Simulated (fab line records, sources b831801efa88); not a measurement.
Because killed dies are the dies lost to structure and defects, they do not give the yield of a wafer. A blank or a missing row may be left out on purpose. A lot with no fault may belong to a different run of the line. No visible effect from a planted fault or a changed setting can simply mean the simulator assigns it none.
fab line records    flow sfq_line
record lots=6  wafers=18  last_day=92
route steps=325 shown M4@152 I4@163
lots untouched by any fault: they come from a run of this same line in which no faults occurred
start_h: hours from the record's first day to the start of the lot's first wafer shown    wait_h: hours since the lot's step before    " identical to the entry in the row above    L1.1+2: one row covering several wafers at once    - no value present, or no start provided    * or withheld: withheld    < > ~ a bound
route shown NAME@n: NAME is a module with steps in the file, n the number in the route of the first one    usual: mean/standard deviation taken from wafers without a fault    same: alike in all rows    chamber/n: place in a boat    sites: per-site readings    _std_site: how widely they spread, as a standard deviation    _edge_site: inner sites' mean taken away from outer sites' mean    radius_mm: how far each site lies from the wafer's centre    mask NAME#n: copy n    behind: the last tool/chamber to shape the wafer    hold: why the lot went on hold/how many hours it stayed there/how the hold came to an end    device: names the non-switching transistor (n, p or np)    end of line: tests run on the same wafers once the route is complete    a step without rows: its recipe alone    killed: the dies lost at the first sort to structure and to defects; this is not the yield of the wafer    map: a wafer's dies, x killed, . not, _ none there
set.NAME: the setting the step ran with; set.NAME@STEP: the setting that earlier step ran with    model.NAME: the simulator's own value behind a step, which no gauge read
certain route steps with their lots: each step a table, each wafer a row
services: the hour from which a tool's chamber was out of use, counted from the record's first day as start_h (under 0 if before that day), plus the number of hours and why
## steps
# step SFQ_TRILAYER_M4_LITHO_COAT_098
# recipe resist=BARC  spin_rpm=3000  resist_thk_nm=62
# step SFQ_TRILAYER_M4_LITHO_COAT_093
# recipe resist=KrF  spin_rpm=3000  resist_thk_nm=600
# step SFQ_TRILAYER_M4_LITHO_SOFTBAKE_097
# recipe temp_c=withheld  time_s=withheld  resist=KrF
# step SFQ_TRILAYER_M4_LITHO_EXPOSE_094
# recipe mask_id=M4  na=0.6  source_shape=conventional  sigma_outer=0.65  target_cd_nm=500  dose_mj=14.4
# step SFQ_TRILAYER_M4_LITHO_PEB_096
# recipe peb_temp_c=115  peb_time_s=60  resist=KrF
# step SFQ_TRILAYER_M4_LITHO_DEVELOP_095
# recipe time_s=60  resist=KrF
# step SFQ_M4_OVL_MEAS_926
# usual M4_OVL=-2/5.6
lot.wafer  tool        chamber  start_h  wait_h  M4_OVL[nm]
L422.2     overlay-02  -        1173.87  0.1     2
L422.4     "           -        "        "       5
L422.5     "           -        "        "       7
L429.4     overlay-01  -        1448.32  0.1     2
L429.5     "           -        "        "       4
L429.6     "           -        "        "       8
L440.2     overlay-02  -        1482.16  0.1     -11
L440.4     "           -        "        "       -9
L440.6     "           -        "        "       -14
L441.2     overlay-01  -        1484.56  0.1     -8
L441.3     "           -        "        "       -4
L441.6     "           -        "        "       -11
L443.1     overlay-01  -        1491.75  0.1     8
L443.5     "           -        "        "       2
L443.6     "           -        "        "       5
L444.2     overlay-01  -        1492.96  0.1     -6
L444.5     "           -        "        "       -5
L444.6     "           -        "        "       -3
# step SFQ_TRILAYER_M4_BARC_OPEN_METAL_ETCH_123
# recipe mask_material=PR  chemistry=O2  target_depth_nm=125  target=BARC  icp_w=600  bias_w=80  pressure_mtorr=10  time_s=41.7
# usual drypump_motor_current_A=6.07/0.28  oes_product_au=0.685/0.0046  rf_fwd_power_W=594.0/2.4
lot.wafer  tool          chamber  start_h  wait_h  drypump_motor_current_A  oes_product_au  rf_fwd_power_W  rf_hours_counter_h
L422.2     rie_metal-01  0        1173.90  0.0     5.97                     0.678           595.9           114
L422.4     "             0        "        "       5.93                     0.689           597.2           -
L422.5     "             0        "        "       5.94                     0.685           595.0           -
L429.4     rie_metal-03  0        1448.36  0.0     6.61                     0.685           594.2           -
L429.5     "             0        "        "       6.59                     0.683           595.0           -
L429.6     "             1        "        "       5.73                     0.681           593.3           -
L440.2     rie_metal-01  0        1482.21  0.0     5.96                     0.683           594.6           -
L440.4     "             0        "        "       5.95                     0.689           595.8           -
L440.6     "             0        "        "       5.97                     0.686           594.0           -
L441.2     rie_metal-03  1        1484.59  0.0     5.73                     0.684           589.7           62
L441.3     "             1        "        "       5.75                     0.691           591.0           -
L441.6     "             1        "        "       5.73                     0.685           590.7           -
L443.1     rie_metal-03  1        1491.79  0.0     5.74                     0.680           589.5           64
L443.5     "             0        "        "       6.61                     0.694           596.4           -
L443.6     "             1        "        "       5.71                     0.689           592.2           -
L444.2     rie_metal-02  1        1492.99  0.0     5.88                     0.686           596.8           42
L444.5     "             0        "        "       6.24                     0.682           597.7           -
L444.6     "             1        "        "       5.88                     0.686           596.8           -
# step SFQ_TRILAYER_M4_ETCH_METAL_ETCH_096
# recipe target=Nb  stop_on=SiO2  mask_material=PR  chemistry=Cl2/Ar  target_depth_nm=240  icp_w=600  bias_w=80  pressure_mtorr=10  time_s=120
# usual drypump_motor_current_A=6.07/0.27  oes_product_au=0.892/0.0066  rf_fwd_power_W=597.3/2.2
lot.wafer  tool          chamber  start_h  wait_h  drypump_motor_current_A  oes_product_au  rf_fwd_power_W  rf_hours_counter_h
L422.2     rie_metal-01  0        1173.96  0.0     5.95                     0.902           597.3           114
L422.4     "             0        "        "       5.92                     0.896           598.8           -
L422.5     "             0        "        "       5.98                     0.898           596.5           -
L429.4     rie_metal-03  0        1448.44  0.1     6.55                     0.891           597.5           -
L429.5     "             0        "        "       6.58                     0.882           597.9           -
L429.6     "             1        "        "       5.74                     0.885           593.8           -
L440.2     rie_metal-01  0        1482.35  0.1     5.93                     0.888           600.0           -
L440.4     "             0        "        "       5.97                     0.890           596.1           -
L440.6     "             0        "        "       5.93                     0.883           599.5           -
L441.2     rie_metal-03  1        1484.65  0.0     5.73                     0.897           597.0           62
L441.3     "             1        "        "       5.72                     0.895           595.7           -
L441.6     "             1        "        "       5.74                     0.900           595.2           -
L443.1     rie_metal-03  1        1491.85  0.0     5.75                     0.882           594.4           64
L443.5     "             0        "        "       6.54                     0.882           595.7           -
L443.6     "             1        "        "       5.73                     0.885           594.0           -
L444.2     rie_metal-02  1        1493.05  0.0     5.89                     0.901           600.0           42
L444.5     "             0        "        "       6.26                     0.888           603.3           -
L444.6     "             1        "        "       5.87                     0.888           598.8           -
# step SFQ_TRILAYER_M4_STRIP_STRIP_097
# recipe gas=O2  power_w=200  platen_temp_c=40  overash_fraction=0.65  chemistry=O2  pressure_mtorr=50
# usual drypump_motor_current_A=6.07/0.28  oes_product_au=1.002/0.011
lot.wafer  tool          chamber  start_h  wait_h  drypump_motor_current_A  oes_product_au  rf_hours_counter_h
L422.2     rie_metal-01  0        1174.09  0.1     5.95                     1.000           114
L422.4     "             0        "        "       5.97                     1.013           -
L422.5     "             0        "        "       5.93                     1.005           -
L429.4     rie_metal-03  0        1448.72  0.2     6.57                     0.998           -
L429.5     "             0        "        "       6.58                     0.993           -
L429.6     "             1        "        "       5.73                     1.010           -
L440.2     rie_metal-01  0        1482.76  0.4     5.93                     1.002           -
L440.4     "             0        "        "       5.95                     0.992           -
L440.6     "             0        "        "       5.91                     0.998           -
L441.2     rie_metal-03  1        1484.77  0.1     5.76                     0.999           62
L441.3     "             1        "        "       5.74                     1.002           -
L441.6     "             1        "        "       5.74                     1.013           -
L443.1     rie_metal-03  1        1491.97  0.1     5.75                     1.003           64
L443.5     "             0        "        "       6.61                     0.993           -
L443.6     "             1        "        "       5.75                     1.006           -
L444.2     rie_metal-02  1        1493.17  0.1     5.93                     1.006           42
L444.5     "             0        "        "       6.22                     1.022           -
L444.6     "             1        "        "       5.95                     1.000           -
# step SFQ_TRILAYER_M4_STRIP_SOLV_CLEAN_098
# recipe chemistry=NMP  temp_c=70  time_s=600
# step SFQ_TRILAYER_I4_DEP_PECVD_099
# recipe material=SiO2  temp_c=150  time_s=111.11  pressure_torr=2.4  rf_w=183.3  precursor=SiH4/N2O  target_thk_nm=500
# usual heater_power_outer_w=27/8.2  heater_power_w=81/15  rf_fwd_power_W=182.4/0.6  showerhead_vpp_V=855/30  throttle_valve_pct=24.8/1.5
lot.wafer  tool      chamber  start_h  wait_h  heater_power_outer_w  heater_power_w  rf_fwd_power_W  showerhead_vpp_V  throttle_valve_pct  model.SiO2_of_TRILAYER_I4_DEP_PECVD_099.thk_nm
L422.2     pecvd-03  0        1174.86  0.0     36                    102             182.8           832               24.2                488.5
L422.4     "         0        "        "       38                    105             182.5           831               24.2                497.9
L422.5     "         2        "        "       33                    85              181.7           900               28.4                504.5
L429.4     pecvd-04  2        1449.34  0.0     29                    87              181.9           812               23.3                502.8
L429.5     "         0        "        "       21                    71              182.9           910               24.5                506
L429.6     "         1        "        "       21                    69              181.9           822               25.1                511.2
L440.2     pecvd-03  2        1483.93  0.0     41                    92              181.1           901               28.4                502.6
L440.4     "         1        "        "       34                    106             183.4           857               25.4                500.3
L440.6     "         0        "        "       37                    105             182.4           839               24.3                504.2
L441.2     pecvd-04  0        1485.55  0.0     9                     57              212.3           981               24.4                528.9
L441.3     "         1        "        "       13                    58              182.8           834               25.2                512.3
L441.6     "         2        "        "       18                    69              182.7           836               23.3                513.4
L443.1     pecvd-04  0        1492.75  0.0     10                    57              211.5           964               24.7                520.4
L443.5     "         0        "        "       12                    59              210.5           975               24.6                524.6
L443.6     "         2        "        "       26                    82              182.3           828               23.6                506.8
L444.2     pecvd-03  0        1493.95  0.0     29                    91              182.8           831               24.1                501.6
L444.5     "         0        "        "       33                    96              183.0           823               24.2                512
L444.6     "         2        "        "       38                    92              182.0           885               28.5                509.8
# step SFQ_TRILAYER_I4_CMP_CMP_100
# recipe material=SiO2  down_force_psi=3  platen_rpm=60  pad_velocity_m_s=0.94248
# usual motor_current_A=10.4/1.4  slurry_flow_ml_min=149.9/0.49  time_to_endpoint_s=213/7.6
lot.wafer  tool    chamber  start_h  wait_h  motor_current_A  slurry_flow_ml_min  time_to_endpoint_s
L422.4     cmp-01  0        1184.80  9.9     9.6              149.8               208
L422.2     "       3        1186.30  11.4    9.7              150.3               197
L422.5     "       0        "        "       10.1             150.3               215
L429.4     cmp-02  2        1450.37  1.0     10.0             149.2               215
L429.5     "       0        1451.37  2.0     8.9              149.2               221
L429.6     "       1        "        "       13.8             149.4               225
L440.4     cmp-01  1        1484.96  1.0     10.5             150.3               208
L440.2     "       3        1485.96  2.0     9.6              149.7               199
L440.6     "       1        1486.96  3.0     10.4             150.3               211
L441.2     cmp-02  1        1487.05  1.5     12.9             150.1               244
L441.3     "       2        "        "       10.3             149.6               224
L441.6     "       2        1489.55  3.9     10.3             150.4               218
L443.1     cmp-02  1        1494.92  2.1     13.7             149.3               232
L443.6     "       2        "        "       9.9              150.3               215
L443.5     "       3        "        "       10.8             149.1               221
L444.2     cmp-02  1        1497.92  3.9     13.3             149.6               220
L444.5     "       2        "        "       9.7              149.9               225
L444.6     "       3        "        "       10.7             150.1               218
# step SFQ_I4_BOW_MEAS_927
# recipe mode=bow
# usual I4_BOW=5/9.7
lot.wafer  tool           chamber  start_h  wait_h  I4_BOW[um]
L422.2     film_metro-02  -        1187.82  1.0     -3
L422.4     "              -        "        "       -12
L422.5     "              -        "        "       2
L429.4     film_metro-03  -        1452.43  1.6     8
L429.5     "              -        "        "       17
L429.6     "              -        "        "       14
L440.2     film_metro-03  -        1487.48  1.0     34
L440.4     "              -        "        "       35
L440.6     "              -        "        "       28
L441.2     film_metro-02  -        1490.07  2.5     12
L441.3     "              -        "        "       -8
L441.6     "              -        "        "       3
L443.1     film_metro-04  -        1496.42  1.0     -7
L443.5     "              -        "        "       11
L443.6     "              -        "        "       4
L444.2     film_metro-02  -        1499.44  1.0     16
L444.5     "              -        "        "       2
L444.6     "              -        "        "       -17
## services
tool          chamber  start_h  hours  kind
rie_metal-02  1        1150.30  20.5   repair
cmp-02        -        1169.66  0.9    repair
cmp-02        -        1172.04  14.5   pm
rie_metal-01  -        1178.15  0.6    repair
pecvd-04      0        1198.83  14.0   repair
cmp-01        -        1229.80  6.1    pm
rie_metal-02  0        1260.25  4.1    repair
rie_metal-02  1        1262.65  1.3    repair
pecvd-04      -        1295.62  0.5    repair
cmp-02        -        1310.58  0.8    repair
pecvd-03      1        1317.39  5.1    repair
cmp-02        -        1331.06  1.6    repair
rie_metal-03  -        1336.54  19.0   repair
cmp-02        -        1339.11  2.3    repair
rie_metal-03  0        1364.10  6.9    repair
rie_metal-02  1        1395.96  56.0   repair
rie_metal-01  1        1406.15  2.0    repair
rie_metal-01  0        1413.45  4.8    repair
cmp-02        -        1416.77  1.3    repair
pecvd-03      -        1422.96  2.4    repair
cmp-02        -        1428.08  0.9    repair
cmp-02        -        1433.48  4.0    pm
cmp-02        -        1442.77  5.4    pm
cmp-02        -        1459.01  2.5    repair
## key
first_sign step=SFQ_TRILAYER_I4_DEP_PECVD_099  reading=rf_fwd_power_W  direction=up  sigmas=48  usual=182.4  struck=211.4
effect step=SFQ_TRILAYER_I4_DEP_PECVD_099  reading=showerhead_vpp_V  direction=up  sigmas=3.9  usual=855  struck=973
effect step=SFQ_TRILAYER_I4_CMP_CMP_100  reading=time_to_endpoint_s  direction=up  sigmas=2.6  usual=*  struck=*
model_effect step=SFQ_TRILAYER_I4_DEP_PECVD_099  value=SiO2_of_TRILAYER_I4_DEP_PECVD_099.thk_nm  without=502  struck=524.7
met_at SFQ_TRILAYER_I4_DEP_PECVD_099
struck_wafers L441.2,L443.1,L443.5
onset_between 1449.34 1485.55
fault kind=process_parameter_drift  tool=pecvd-04  chamber=0  onset_h=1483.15  steps=SFQ_TRILAYER_I4_DEP_PECVD_099  channel=rf_w  offset=29.328  shape=step  end_h=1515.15  acts_in=these_recipes_only  stated=183.3
